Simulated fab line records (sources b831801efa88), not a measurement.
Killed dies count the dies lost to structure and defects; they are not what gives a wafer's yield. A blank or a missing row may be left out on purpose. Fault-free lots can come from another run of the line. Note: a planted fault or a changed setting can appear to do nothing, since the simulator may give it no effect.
Tool commonality check ; flow gf180mcu ; Lots sampled 12, wafers sampled 36

## WHAT PROMPTED THE OPENING
At GF_VT_IMPLANT_TW_MEAS_21 the reading VT_IMPLANT_2_TW is flagged on 2 of 12 lots. Wafers without a fault read 1213, standard deviation 8.2.
Rule: a lot is flagged in two cases, either no wafer of it has a number, or all its wafers with numbers fall more than 4 standard deviations from that mean. The rest of the lots are taken to be sound.

lot;measured;on;VT_IMPLANT_2_TW, wafer by wafer;flag
L409;day 6 06:45;film_metro-03;1209 1201 1206;
L411;day 7 03:17;film_metro-03;1213 1211 1220;
L413;day 7 09:51;film_metro-03;1205 1205 1207;
L414;day 7 12:43;film_metro-01;1217 1222 1220;
L416;day 8 06:26;film_metro-03;1210 1207 1199;
L417;day 8 15:20;film_metro-02;1228 1231 1230;
L419;day 9 01:23;film_metro-03;1124 1124 1124;FLAGGED
L420;day 9 07:34;film_metro-03;1123 1122 1123;FLAGGED
L423;day 9 23:34;film_metro-02;1222 1223 1218;
L429;day 11 18:26;film_metro-02;1225 1231 1229;
L430;day 12 00:00;film_metro-03;1212 1208 1212;
L431;day 12 11:22;film_metro-03;1209 1213 1210;
On average the flagged lots' numbers are 1123, which is -90 against the usual, or -11 standard deviations.

## LOT BY LOT: THE TOOL USED
The record holds 2 process steps before the reading, out of a route of 602 steps. Each cell gives the tool, then ch followed by the chambers the sampled wafers passed through, then the start.
lot;flag;GF_MVSD_STRIP_10;GF_VT_IMPLANT_IMPLANT_19
L409;;plasma_asher-03 ch 0,1, day 4 10:11;implanter-02 ch 0, day 6 06:32
L411;;plasma_asher-02 ch 0,1, day 5 04:59;implanter-02 ch 0, day 7 03:02
L413;;plasma_asher-02 ch 0,1, day 5 12:31;implanter-03 ch 0, day 7 09:38
L414;;plasma_asher-01 ch 0,1, day 5 14:50;implanter-01 ch 0, day 7 12:31
L416;;plasma_asher-01 ch 0,1, day 6 06:23;implanter-01 ch 0, day 8 06:11
L417;;plasma_asher-01 ch 0,1, day 6 13:26;implanter-02 ch 0, day 8 15:05
L419;FLAGGED;plasma_asher-02 ch 0,1, day 7 00:11;implanter-02 ch 0, day 9 01:08
L420;FLAGGED;plasma_asher-01 ch 0,1, day 7 04:41;implanter-02 ch 0, day 9 07:19
L423;;plasma_asher-01 ch 0,1, day 7 19:40;implanter-01 ch 0, day 9 23:20
L429;;plasma_asher-01 ch 0,1, day 9 11:15;implanter-01 ch 0, day 11 18:11
L430;;plasma_asher-01 ch 0,1, day 9 15:43;implanter-03 ch 0, day 11 23:47
L431;;plasma_asher-01 ch 0,1, day 10 02:44;implanter-02 ch 0, day 12 11:07
What is done by these steps:
- GF_MVSD_STRIP_10: strips in O2/N2.
- GF_VT_IMPLANT_IMPLANT_19
- GF_VT_IMPLANT_TW_MEAS_21

## FLAGGED OVER TOTAL, TOOL BY TOOL (the gauges that took the reading come last)
step;tool;lots run;flagged;share of the flagged lots;sound lots run after its first flagged lot
GF_MVSD_STRIP_10;plasma_asher-01;8;1;some;4 (L423,L429,L430,L431)
GF_MVSD_STRIP_10;plasma_asher-02;3;1;some;0
GF_MVSD_STRIP_10;plasma_asher-03;1;0;none;-
GF_VT_IMPLANT_IMPLANT_19;implanter-01;4;0;none;-
GF_VT_IMPLANT_IMPLANT_19;implanter-02;6;2;all;1 (L431)
GF_VT_IMPLANT_IMPLANT_19;implanter-03;2;0;none;-
GF_VT_IMPLANT_TW_MEAS_21;film_metro-01;1;0;none;-
GF_VT_IMPLANT_TW_MEAS_21;film_metro-02;3;0;none;-
GF_VT_IMPLANT_TW_MEAS_21;film_metro-03;8;2;all;2 (L430,L431)

## WHAT THE TABLE ALLOWS
Table rows that saw every flagged lot: 2, namely implanter-02 at GF_VT_IMPLANT_IMPLANT_19 and film_metro-03 at GF_VT_IMPLANT_TW_MEAS_21.
- implanter-02 at GF_VT_IMPLANT_IMPLANT_19: 2 of its 6 lots flagged. Lots that were sound ran on it after the first flagged one (L431); a persistent fault on the entire tool would not allow that. Its own readings lie more than 4 standard deviations out on every wafer of the flagged lots: beam_energy_keV.
- film_metro-03 at GF_VT_IMPLANT_TW_MEAS_21: 2 of its 8 lots flagged. Lots that were sound ran on it after the first flagged one (L430, L431); a persistent fault on the entire tool would not allow that.
There is no row in the table that ran each flagged lot and no sound lot after the first.

## WHAT THE SIMULATOR HAD PUT IN
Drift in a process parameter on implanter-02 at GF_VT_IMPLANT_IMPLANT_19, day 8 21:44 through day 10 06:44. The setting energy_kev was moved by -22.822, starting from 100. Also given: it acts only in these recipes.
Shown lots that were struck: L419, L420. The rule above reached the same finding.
